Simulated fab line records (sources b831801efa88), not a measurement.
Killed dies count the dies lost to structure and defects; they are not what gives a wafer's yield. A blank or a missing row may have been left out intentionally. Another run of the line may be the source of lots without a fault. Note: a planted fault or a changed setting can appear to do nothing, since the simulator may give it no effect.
fab line records	flow sky130
[record] lots = 6	wafers = 18	last_day = 49
route steps=708 shown LI_CONTACT@371 PAD_OPEN@708
lots that met no fault: from a run of the same line without faults
start_h: hours from the record's first day to the start of the lot's first wafer shown	wait_h: hours elapsed since this lot's preceding step	" the same as in the row above	L1.1+2: a row that stands for several wafers	- value missing, or start not given	* or withheld: withheld	< > ~ a bound
route shown NAME@n: names a module that has steps shown in the file, with the first one's number in the route	usual: mean/standard deviation taken from wafers without a fault	same: alike in all rows	chamber/n: place in a boat	sites: each site's reading	_std_site: the standard deviation of these	_edge_site: inner sites' mean taken away from outer sites' mean	radius_mm: how far each site lies from the wafer's centre	mask NAME#n: copy n	behind: the last tool/chamber to shape the wafer	hold: what put the lot on hold/how long, in hours/how the hold closed	device: which transistor (n, p or np) failed to switch	end of line: at the end of the route, the tests of the same wafers	a step with no rows: only its recipe	killed: count of dies lost to structure and defects at first sort (not the wafer's yield)	map: a wafer's dies, x killed, . not, _ none there
set.NAME: setting as actually run; set.NAME@STEP: the setting as run at that earlier step	model.NAME: the simulator's own value behind a step, which no gauge read
certain route steps with their lots: each step a table, each wafer a row
services: when a tool's chamber went out of use (start_h, in hours from the record's first day, below 0 if earlier), for how many hours, and the reason
[[steps]]
[step SKY_LI_CONTACT_EXPOSE_09]
[recipe] mask_id = LICM1	na = 0.8	source_shape = annular	sigma_inner = 0.55	sigma_outer = 0.85	target_cd_nm = 170	dose_mj = 38
[step SKY_LI_CONTACT_PEB_10]
[recipe] peb_temp_c = withheld	peb_time_s = withheld	resist = KrF-thick
[step SKY_LI_CONTACT_DEVELOP_11]
[recipe] develop_time_s = 60	resist = KrF-thick	dev_temp_c = 21
[step SKY_LI_CONTACT_CD_MEAS_12]
[recipe] target_cd_nm = 170
[usual] cd_nm = 170.4/1.7
lot.wafer	tool	chamber	start_h	wait_h	cd_nm
L366.1	cd_sem-02	-	670.00	-	171.8
L366.3	"	-	"	"	172.5
L366.6	"	-	"	"	172.4
L367.4	cd_sem-02	-	679.96	-	170.9
L367.5	"	-	"	"	169.5
L367.6	"	-	"	"	170.0
L372.1	cd_sem-02	-	738.65	-	171.2
L372.5	"	-	"	"	172.5
L372.6	"	-	"	"	172.5
L374.3	cd_sem-02	-	742.00	-	172.4
L374.5	"	-	"	"	173.5
L374.6	"	-	"	"	172.0
L383.1	cd_sem-02	-	814.26	-	171.7
L383.3	"	-	"	"	173.3
L383.6	"	-	"	"	170.7
L384.1	cd_sem-02	-	833.97	-	169.1
L384.2	"	-	"	"	169.3
L384.6	"	-	"	"	169.7
[step SKY_LI_CONTACT_OVL_MEAS_13]
[usual] LI_CONTACT_OVL = 1/5.1
lot.wafer	tool	chamber	start_h	wait_h	LI_CONTACT_OVL[nm]
L366.1	overlay-02	-	670.12	0.1	5
L366.3	"	-	"	"	9
L366.6	"	-	"	"	7
L367.4	overlay-01	-	680.04	0.1	-7
L367.5	"	-	"	"	-4
L367.6	"	-	"	"	-3
L372.1	overlay-01	-	738.77	0.1	-1
L372.5	"	-	"	"	0
L372.6	"	-	"	"	2
L374.3	overlay-01	-	742.09	0.1	4
L374.5	"	-	"	"	-3
L374.6	"	-	"	"	-5
L383.1	overlay-02	-	814.38	0.1	-1
L383.3	"	-	"	"	-3
L383.6	"	-	"	"	-3
L384.1	overlay-02	-	834.09	0.1	3
L384.2	"	-	"	"	1
L384.6	"	-	"	"	-2
[step SKY_LI_CONTACT_ETCH_14]
[recipe] chemistry = N2/H2	target = BARC	ion_energy_ev = 200	source_w = 500	bias_w = 100	pressure_mtorr = 30	n2_flow_sccm = 100	h2_flow_sccm = 200	stop_on = SiO2	time_s = 45.9	target_depth_a = 600
[usual] bias_w = 100.04/0.29	chamber_pressure_mTorr = 29.997/0.027	drypump_motor_current_A = 5.6/0.54	oes_product_au = 0.855/0.0047	throttle_valve_pct = 13.224/0.0092
lot.wafer	tool	chamber	start_h	wait_h	bias_w	chamber_pressure_mTorr	drypump_motor_current_A	oes_product_au	rf_hours_counter_h	throttle_valve_pct
L366.1	rie_diel-02	0	670.16	0.0	99.93	29.993	5.2	0.851	13	13.220
L366.3	"	1	"	"	100.74	29.983	5.7	0.849	10	13.232
L366.6	"	1	"	"	100.84	30.020	5.7	0.855	-	13.241
L367.4	rie_diel-03	3	680.08	0.0	100.02	30.002	4.7	0.853	-	13.225
L367.5	"	1	"	"	99.35	29.999	6.0	0.857	-	13.218
L367.6	"	2	"	"	100.25	29.992	5.7	0.850	-	13.219
L372.1	rie_diel-02	1	738.81	0.0	100.03	29.983	5.7	0.854	11	13.224
L372.5	"	2	"	"	100.18	30.041	5.5	0.861	-	13.217
L372.6	"	3	"	"	99.74	30.033	6.2	0.853	-	13.219
L374.3	rie_diel-03	3	742.11	0.0	100.10	29.980	4.7	0.857	14	13.223
L374.5	"	2	"	"	100.30	30.015	5.7	0.856	-	13.228
L374.6	"	3	"	"	99.86	29.976	4.7	0.854	-	13.228
L383.1	rie_diel-01	3	814.42	0.0	100.02	30.032	5.2	0.853	6	13.223
L383.3	"	1	"	"	99.51	30.052	6.6	0.857	5	13.238
L383.6	"	0	"	"	99.82	30.013	5.9	0.859	-	13.208
L384.1	rie_diel-01	3	834.13	0.0	100.38	30.011	5.2	0.847	6	13.222
L384.2	"	0	"	"	100.05	29.999	5.9	0.856	21	13.219
L384.6	"	2	"	"	100.08	30.038	5.2	0.859	-	13.238
[step SKY_LI_CONTACT_ETCH_15]
[recipe] target = PSG	chemistry = C4F8/O2/Ar	stop_on = Si	taper_deg = 4.15	mask_material = KrF-thick	source_w = 1500	bias_w = 1200	pressure_mtorr = 40	c4f8_flow_sccm = withheld	O2_flow_sccm = 6	Ar_flow_sccm = 300	time_s = withheld	target_depth_a = 6000
[step SKY_LI_CONTACT_STRIP_16]
[recipe] chemistry = O2/N2	power_w = 1400	pressure_mtorr = 1500	platen_temp_c = withheld	o2_flow_sccm = 3000	n2_flow_sccm = 300	overash_fraction = 0.5
[usual] chamber_pressure_mTorr = 1500.1/1.4	drypump_motor_current_A = 5.7/0.55	oes_product_au = 0.375/0.005	strip_time_to_endpoint_s = 3.490/0.025
lot.wafer	tool	chamber	start_h	wait_h	chamber_pressure_mTorr	drypump_motor_current_A	oes_product_au	rf_hours_counter_h	strip_time_to_endpoint_s
L366.1	plasma_asher-01	0	670.28	-	1501.2	5.8	0.375	54	3.489
L366.3	"	0	"	"	1500.1	5.8	0.374	-	3.447
L366.6	"	0	"	"	1499.1	5.8	0.376	-	3.461
L367.4	plasma_asher-03	1	680.22	-	1501.2	6.0	0.381	-	3.473
L367.5	"	0	"	"	1500.6	6.1	0.371	-	3.496
L367.6	"	1	"	"	1500.2	6.0	0.380	-	3.488
L372.1	plasma_asher-02	0	738.93	-	1501.6	6.3	0.378	89	3.475
L372.5	"	1	"	"	1500.9	6.0	0.382	-	3.519
L372.6	"	0	"	"	1502.3	6.4	0.379	-	3.481
L374.3	plasma_asher-02	0	742.28	-	1501.4	6.4	0.375	-	3.497
L374.5	"	0	"	"	1500.7	6.3	0.370	-	3.507
L374.6	"	1	"	"	1499.1	6.0	0.362	-	3.471
L383.1	plasma_asher-03	0	814.54	-	1501.2	6.1	0.372	5	3.512
L383.3	"	1	"	"	1499.8	6.0	0.365	-	3.473
L383.6	"	0	"	"	1500.1	6.1	0.384	-	3.516
L384.1	plasma_asher-01	0	834.25	-	1500.1	5.7	0.376	66	3.477
L384.2	"	1	"	"	1497.7	4.8	0.377	66	3.496
L384.6	"	0	"	"	1499.8	5.7	0.370	-	3.479
[step SKY_LI_CONTACT_CLEAN_17]
[recipe] chemistry = NMP	time_s = 600	temp_c = 60	dry = n2_spin
[step SKY_LI_CONTACT_PRE_CLEAN_18]
[recipe] gas = Ar	time_s = 5.6	bias_v = 358
[step SKY_LI_CONTACT_SPUTTER_19]
[recipe] material = Ti	target_thk_nm = 20	chamber_pressure_pa = 5	power_w = 2500	substrate_temp_c = 200	time_s = 106.37
[usual] throttle_valve_pct = 30.2/0.8
lot.wafer	tool	chamber	start_h	wait_h	throttle_valve_pct
L366.1	pvd_sputter-04	-	670.58	0.0	31.4
L366.3	"	-	"	"	30.4
L366.6	"	-	"	"	28.3
L367.4	pvd_sputter-03	-	680.51	0.0	30.5
L367.5	"	-	"	"	29.3
L367.6	"	-	"	"	31.1
L372.1	pvd_sputter-03	-	739.23	0.0	29.3
L372.5	"	-	"	"	30.6
L372.6	"	-	"	"	30.9
L374.3	pvd_sputter-03	-	742.54	0.0	30.5
L374.5	"	-	"	"	30.5
L374.6	"	-	"	"	30.0
L383.1	pvd_sputter-04	-	814.84	0.0	28.1
L383.3	"	-	"	"	30.3
L383.6	"	-	"	"	30.9
L384.1	pvd_sputter-03	-	834.55	0.0	30.0
L384.2	"	-	"	"	29.3
L384.6	"	-	"	"	30.9
[step SKY_LI_CONTACT_SPUTTER_20]
[recipe] material = TiN	target_thk_nm = 20	chamber_pressure_pa = 5	power_w = 4000	time_s = 80
[usual] throttle_valve_pct = 30.2/0.8
lot.wafer	tool	chamber	start_h	wait_h	throttle_valve_pct
L366.1	pvd_sputter-04	-	670.65	0.0	31.3
L366.3	"	-	"	"	30.6
L366.6	"	-	"	"	28.2
L367.4	pvd_sputter-03	-	680.59	0.0	30.5
L367.5	"	-	"	"	29.1
L367.6	"	-	"	"	30.9
L372.1	pvd_sputter-03	-	739.30	0.0	29.4
L372.5	"	-	"	"	30.5
L372.6	"	-	"	"	30.9
L374.3	pvd_sputter-03	-	742.61	0.0	30.4
L374.5	"	-	"	"	30.5
L374.6	"	-	"	"	30.2
L383.1	pvd_sputter-04	-	814.91	0.0	28.3
L383.3	"	-	"	"	30.4
L383.6	"	-	"	"	30.8
L384.1	pvd_sputter-03	-	834.62	0.0	30.0
L384.2	"	-	"	"	29.2
L384.6	"	-	"	"	30.8
[step SKY_LI_CONTACT_CVD_21]
[recipe] material = W	target_thk_nm = 400	time_s = 120.56	temp_c = 400	pressure_torr = 40
[usual] chamber_pressure_Torr = 39.99/0.092	heater_power_w = 822/96
lot.wafer	tool	chamber	start_h	wait_h	chamber_pressure_Torr	heater_power_w	model.W_of_LI_CONTACT_CVD_21.thk_nm
L366.1	cvd_w-02	1	670.72	0.0	40.03	791	402.7
L366.3	"	1	"	"	40.03	785	400.5
L366.6	"	1	"	"	39.92	808	401.8
L367.4	cvd_w-01	0	680.69	0.1	39.90	950	398
L367.5	"	1	"	"	40.11	676	404.8
L367.6	"	0	"	"	39.82	933	396.9
L372.1	cvd_w-01	1	739.36	0.0	40.05	681	417.3
L372.5	"	0	"	"	40.02	939	398.4
L372.6	"	1	"	"	40.03	691	414.7
L374.3	cvd_w-01	0	742.72	0.1	39.88	954	395.1
L374.5	"	1	"	"	40.02	676	417.5
L374.6	"	0	"	"	39.88	936	399.9
L383.1	cvd_w-02	1	814.97	0.0	40.20	816	401.4
L383.3	"	0	"	"	40.11	879	401.2
L383.6	"	0	"	"	40.00	869	396.6
L384.1	cvd_w-01	0	834.69	0.0	40.04	960	403.6
L384.2	"	1	"	"	40.05	678	404.8
L384.6	"	0	"	"	39.98	956	404.6
[step SKY_LI_CONTACT_RS_MEAS_22]
[recipe] thk_meas_gauge = four-point-probe	reads = W_of_LI_CONTACT_CVD_21+TiN_of_LI_CONTACT_SPUTTER_20+Ti_of_LI_CONTACT_SPUTTER_19
[usual] LI_CONTACT_W_RS = 0.2842/0.0025
lot.wafer	tool	chamber	start_h	wait_h	LI_CONTACT_W_RS[ohm/sq]
L366.1	film_metro-04	-	670.84	0.1	0.2827
L366.3	"	-	"	"	0.2839
L366.6	"	-	"	"	0.2835
L367.4	film_metro-01	-	680.83	0.1	0.2855
L367.5	"	-	"	"	0.2804
L367.6	"	-	"	"	0.2860
L372.1	film_metro-04	-	739.49	0.1	0.2730
L372.5	"	-	"	"	0.2850
L372.6	"	-	"	"	0.2745
L374.3	film_metro-03	-	742.84	0.1	0.2878
L374.5	"	-	"	"	0.2723
L374.6	"	-	"	"	0.2844
L383.1	film_metro-03	-	815.10	0.1	0.2826
L383.3	"	-	"	"	0.2834
L383.6	"	-	"	"	0.2871
L384.1	film_metro-04	-	834.81	0.1	0.2824
L384.2	"	-	"	"	0.2811
L384.6	"	-	"	"	0.2813
[step SKY_LI_CONTACT_THK_MEAS_23]
[recipe] thk_meas_gauge = xrf	reads = W_of_LI_CONTACT_CVD_21
[usual] LI_CONTACT_W_THK = 418/6.6
lot.wafer	tool	chamber	start_h	wait_h	LI_CONTACT_W_THK[nm]
L366.1	film_metro-04	-	670.96	0.1	423
L366.3	"	-	"	"	419
L366.6	"	-	"	"	419
L367.4	film_metro-01	-	680.92	0.1	422
L367.5	"	-	"	"	436
L367.6	"	-	"	"	423
L372.1	film_metro-04	-	739.61	0.1	442
L372.5	"	-	"	"	418
L372.6	"	-	"	"	438
L374.3	film_metro-03	-	742.94	0.1	407
L374.5	"	-	"	"	435
L374.6	"	-	"	"	415
L383.1	film_metro-03	-	815.22	0.1	413
L383.3	"	-	"	"	410
L383.6	"	-	"	"	410
L384.1	film_metro-04	-	834.93	0.1	420
L384.2	"	-	"	"	421
L384.6	"	-	"	"	420
[step SKY_LI_CONTACT_CMP_24]
[recipe] stop_on = PSG	t_overpolish_s = 20	down_force_psi = 3.5	platen_rpm = 60	target_thk_nm = 0	pad_velocity_m_s = 0.94248
[usual] edge_zone_pressure_frac = 1.001/0.0051	motor_current_A = 11.0/1.1	overpolish_run_s = 20.000/0.0089	time_to_endpoint_s = 98/3.3
lot.wafer	tool	chamber	start_h	wait_h	edge_zone_pressure_frac	motor_current_A	overpolish_run_s	time_to_endpoint_s
L366.1	cmp-02	0	671.02	0.1	1.000	9.2	19.992	97
L366.3	"	1	"	"	1.000	10.7	20.015	101
L366.6	"	1	"	"	1.004	10.2	19.996	102
L367.4	cmp-01	0	680.95	0.0	1.001	10.3	20.001	99
L367.6	"	0	"	"	1.006	10.2	19.995	93
L367.5	"	1	"	"	0.999	10.3	19.987	95
L372.1	cmp-01	0	739.67	0.1	0.988	10.6	20.008	103
L372.6	"	0	"	"	0.997	10.1	20.007	102
L372.5	"	1	"	"	0.998	10.9	20.005	100
L374.3	cmp-02	2	743.03	0.1	1.000	11.1	20.004	94
L374.5	"	1	"	"	0.996	10.7	20.003	102
L374.6	"	2	"	"	1.002	11.0	19.994	92
L383.3	cmp-02	0	815.28	0.0	0.997	9.5	19.994	98
L383.1	"	2	"	"	1.000	10.9	19.990	102
L383.6	"	0	"	"	1.006	8.9	19.992	94
L384.1	cmp-02	0	835.04	0.1	1.007	8.8	19.985	98
L384.2	"	1	"	"	1.006	11.1	19.991	99
L384.6	"	0	"	"	1.005	9.2	19.991	97
[step SKY_PAD_OPEN_PROBE_99]
[usual] killed_at_M0_to_M3 = 43/6.7	killed_at_M4_up = 3.2/1.8	killed_at_contacts = 25/5.2	killed_at_front_end = 15/4.4	killed_at_other = 0.2/0.4	killed_dies = 87/9.3	killed_on_rim = 17/4	killed_open = 48/7.1	killed_short = 39/6
[same] gross_dies = 492	killed_at_back_side = 0
lot.wafer	tool	chamber	start_h	wait_h	killed_at_M0_to_M3	killed_at_M4_up	killed_at_contacts	killed_at_front_end	killed_at_other	killed_dies	killed_on_rim	killed_open	killed_short
L366.1	prober-01	-	1078.25	0.1	43	3	21	23	1	91	16	47	44
L366.3	prober-01	-	1078.35	0.2	28	2	28	18	0	76	15	48	28
L366.6	prober-01	-	1078.50	0.2	48	0	26	16	0	90	14	54	36
L367.4	prober-02	-	1080.96	0.2	49	1	23	15	0	88	28	46	42
L367.5	prober-02	-	1081.01	0.2	46	4	22	19	1	92	21	53	39
L367.6	prober-02	-	1081.06	0.2	35	2	28	16	1	82	19	48	34
L372.1	prober-02	-	1120.49	0.1	43	0	28	9	0	80	15	45	35
L372.5	prober-02	-	1120.69	0.2	53	3	25	15	0	96	14	50	46
L372.6	prober-02	-	1120.74	0.2	42	2	24	16	0	84	19	44	40
L374.3	prober-01	-	1122.87	0.2	27	4	32	17	0	80	20	46	34
L374.5	prober-01	-	1122.97	0.2	46	5	28	9	0	88	24	46	42
L374.6	prober-01	-	1123.02	0.2	41	1	27	14	0	83	13	47	36
L383.1	prober-02	-	1176.73	0.1	44	1	29	10	1	85	20	50	35
L383.3	prober-02	-	1176.83	0.2	37	1	26	19	0	83	22	38	45
L383.6	prober-02	-	1176.98	0.2	49	5	19	20	0	93	16	50	43
L384.1	prober-01	-	1185.30	0.1	36	4	28	18	0	86	14	44	42
L384.2	prober-01	-	1185.35	0.1	36	3	27	14	0	80	17	48	32
L384.6	prober-01	-	1185.55	0.2	51	3	30	8	0	92	18	52	40
// killed by level:class
L366.1 VIA1:geometric_particle:open=9 VIA2:geometric_particle:open=7 POLY_GATE:geometric_particle:open=7 POLY_GATE:geometric_particle:short=7 METAL2:geometric_particle:short=7 LI_CONTACT:geometric_particle:open=6 CONTACT:geometric_particle:open=6 FIELD_ISO:geometric_particle:open=5
L366.3 LI_CONTACT:geometric_particle:open=10 CONTACT:geometric_particle:open=10 VIA1:geometric_particle:open=7 FIELD_ISO:geometric_particle:open=6 VIA2:geometric_particle:open=6 VIA3:geometric_particle:open=5 FIELD_ISO:geometric_particle:short=4 CONTACT:geometric_particle:short=4
L366.6 VIA1:geometric_particle:open=13 CONTACT:geometric_particle:open=10 VIA3:geometric_particle:open=7 FIELD_ISO:geometric_particle:open=6 LOCAL_INTERCONNECT:geometric_particle:short=6 FIELD_ISO:geometric_particle:short=5 LI_CONTACT:geometric_particle:open=5 VIA1:geometric_particle:short=5
L367.4 VIA1:geometric_particle:open=11 VIA1:geometric_particle:short=8 CONTACT:geometric_particle:open=7 VIA3:geometric_particle:open=7 POLY_GATE:geometric_particle:short=6 LI_CONTACT:geometric_particle:open=6 SPACER:geometric_particle:short=5 CONTACT:geometric_particle:short=5
L367.5 VIA1:geometric_particle:open=12 CONTACT:geometric_particle:open=10 VIA3:geometric_particle:open=8 METAL2:geometric_particle:short=6 LI_CONTACT:geometric_particle:open=6 VIA2:geometric_particle:open=6 FIELD_ISO:geometric_particle:short=5 METAL3:geometric_particle:short=5
L367.6 CONTACT:geometric_particle:open=15 LI_CONTACT:geometric_particle:open=9 VIA1:geometric_particle:open=7 FIELD_ISO:geometric_particle:short=6 VIA2:geometric_particle:open=5 VIA3:geometric_particle:open=5 METAL1:geometric_particle:short=4 POLY_GATE:geometric_particle:short=3
L372.1 VIA1:geometric_particle:open=12 CONTACT:geometric_particle:open=9 CONTACT:geometric_particle:short=8 VIA3:geometric_particle:open=7 LOCAL_INTERCONNECT:geometric_particle:short=6 VIA1:geometric_particle:short=5 LI_CONTACT:geometric_particle:open=4 VIA2:geometric_particle:open=4
L372.5 VIA2:geometric_particle:open=10 VIA1:geometric_particle:short=10 LI_CONTACT:geometric_particle:open=8 VIA1:geometric_particle:open=8 VIA3:geometric_particle:open=8 CONTACT:geometric_particle:open=6 LOCAL_INTERCONNECT:geometric_particle:short=5 METAL2:geometric_particle:short=5
L372.6 VIA1:geometric_particle:open=12 CONTACT:geometric_particle:open=9 METAL1:geometric_particle:short=6 VIA3:geometric_particle:open=6 VIA1:geometric_particle:short=6 LI_CONTACT:geometric_particle:open=5 VIA2:geometric_particle:open=5 FIELD_ISO:geometric_particle:short=4
L374.3 CONTACT:geometric_particle:open=16 LI_CONTACT:geometric_particle:open=8 POLY_GATE:geometric_particle:short=6 VIA1:geometric_particle:open=6 FIELD_ISO:geometric_particle:short=5 VIA2:geometric_particle:open=5 LI_CONTACT:geometric_particle:short=4 METAL1:geometric_particle:short=4
L374.5 CONTACT:geometric_particle:open=13 VIA1:geometric_particle:open=10 METAL1:geometric_particle:short=7 VIA2:geometric_particle:open=6 CONTACT:geometric_particle:short=6 VIA1:geometric_particle:short=5 METAL4:geometric_particle:short=5 METAL2:geometric_particle:short=5
L374.6 CONTACT:geometric_particle:open=11 VIA1:geometric_particle:open=9 VIA3:geometric_particle:open=7 LI_CONTACT:geometric_particle:open=6 VIA1:geometric_particle:short=6 METAL2:geometric_particle:short=6 FIELD_ISO:geometric_particle:open=4 VIA3:geometric_particle:short=4
L383.1 CONTACT:geometric_particle:open=18 VIA1:geometric_particle:open=9 METAL1:geometric_particle:short=8 CONTACT:geometric_particle:short=5 METAL2:geometric_particle:short=5 VIA2:geometric_particle:short=5 VIA3:geometric_particle:open=4 FIELD_ISO:geometric_particle:open=3
L383.3 METAL1:geometric_particle:short=10 CONTACT:geometric_particle:open=10 FIELD_ISO:geometric_particle:short=8 VIA2:geometric_particle:open=7 FIELD_ISO:geometric_particle:open=6 CONTACT:geometric_particle:short=6 LI_CONTACT:geometric_particle:open=4 VIA1:geometric_particle:open=4
L383.6 VIA1:geometric_particle:open=14 VIA3:geometric_particle:open=8 POLY_GATE:geometric_particle:short=6 LOCAL_INTERCONNECT:geometric_particle:short=6 METAL1:geometric_particle:short=6 VIA2:geometric_particle:open=5 METAL4:geometric_particle:short=5 FIELD_ISO:geometric_particle:open=4
L384.1 CONTACT:geometric_particle:open=9 FIELD_ISO:geometric_particle:short=8 VIA1:geometric_particle:open=8 CONTACT:geometric_particle:short=7 VIA2:geometric_particle:open=7 LI_CONTACT:geometric_particle:open=5 METAL1:geometric_particle:short=5 FIELD_ISO:geometric_particle:open=4
L384.2 VIA1:geometric_particle:open=13 CONTACT:geometric_particle:open=12 LI_CONTACT:geometric_particle:open=8 CONTACT:geometric_particle:short=5 VIA3:geometric_particle:open=5 FIELD_ISO:geometric_particle:short=4 VIA3:geometric_particle:short=4 VIA2:geometric_particle:open=4
L384.6 VIA1:geometric_particle:open=13 CONTACT:geometric_particle:open=12 VIA2:geometric_particle:open=8 LI_CONTACT:geometric_particle:open=7 METAL1:geometric_particle:short=6 LI_CONTACT:geometric_particle:short=5 CONTACT:geometric_particle:short=5 VIA1:geometric_particle:short=5
[[services]]
tool	chamber	start_h	hours	kind
plasma_asher-02	-	648.25	0.5	repair
pvd_sputter-03	-	649.45	2.1	repair
pvd_sputter-04	-	657.21	5.6	repair
pvd_sputter-03	-	657.82	1.9	repair
rie_diel-03	-	658.90	15.6	pm
pvd_sputter-04	-	666.65	3.4	repair
pvd_sputter-03	-	676.66	3.6	repair
plasma_asher-01	-	680.19	1.2	repair
cmp-01	-	686.36	1.2	repair
plasma_asher-02	-	689.66	0.4	repair
rie_diel-03	1	696.06	4.8	repair
cvd_w-02	-	696.07	0.6	repair
plasma_asher-01	-	703.49	2.3	repair
plasma_asher-03	-	733.75	9.0	pm
cmp-02	-	734.00	0.3	repair
plasma_asher-01	-	737.52	46.0	pm
cvd_w-02	1	739.96	4.7	repair
rie_diel-01	0	740.27	7.0	repair
cmp-01	-	744.00	4.0	pm
cvd_w-01	-	745.03	0.8	repair
cmp-02	-	766.55	1.9	repair
cvd_w-01	0	788.48	3.7	repair
cmp-02	-	806.96	1.1	repair
cvd_w-01	-	818.05	8.5	repair
[[key]]
[first_sign] step = SKY_LI_CONTACT_RS_MEAS_22	reading = LI_CONTACT_W_RS	direction = down	sigmas = 4.4	usual = 0.2842	struck = 0.2733
[effect] step = SKY_LI_CONTACT_THK_MEAS_23	reading = LI_CONTACT_W_THK	direction = up	sigmas = 3	usual = 418	struck = 438
[model_effect] step = SKY_LI_CONTACT_CVD_21	value = W_of_LI_CONTACT_CVD_21.thk_nm	without = 397.9	struck = 416.5
met_at SKY_LI_CONTACT_CVD_21
struck_wafers L372.1,L372.6,L374.5
tester_left_out L372,L374
onset_between 680.69 739.36
[fault] kind = process_parameter_drift	tool = cvd_w-01	chamber = 1	onset_h = 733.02	steps = SKY_LI_CONTACT_CVD_21	channel = target_thk_nm	offset = 18.55	shape = step	end_h = 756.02	acts_in = these_recipes_only	stated = 400
// tester_left_out: of these lots the tester's yield and bins aren't shown, on N5 and GAA mostly nor the transistor test; their killed dies are dies lost to structure and defects alone, not to doping, threshold or leakage, so they don't give the yield
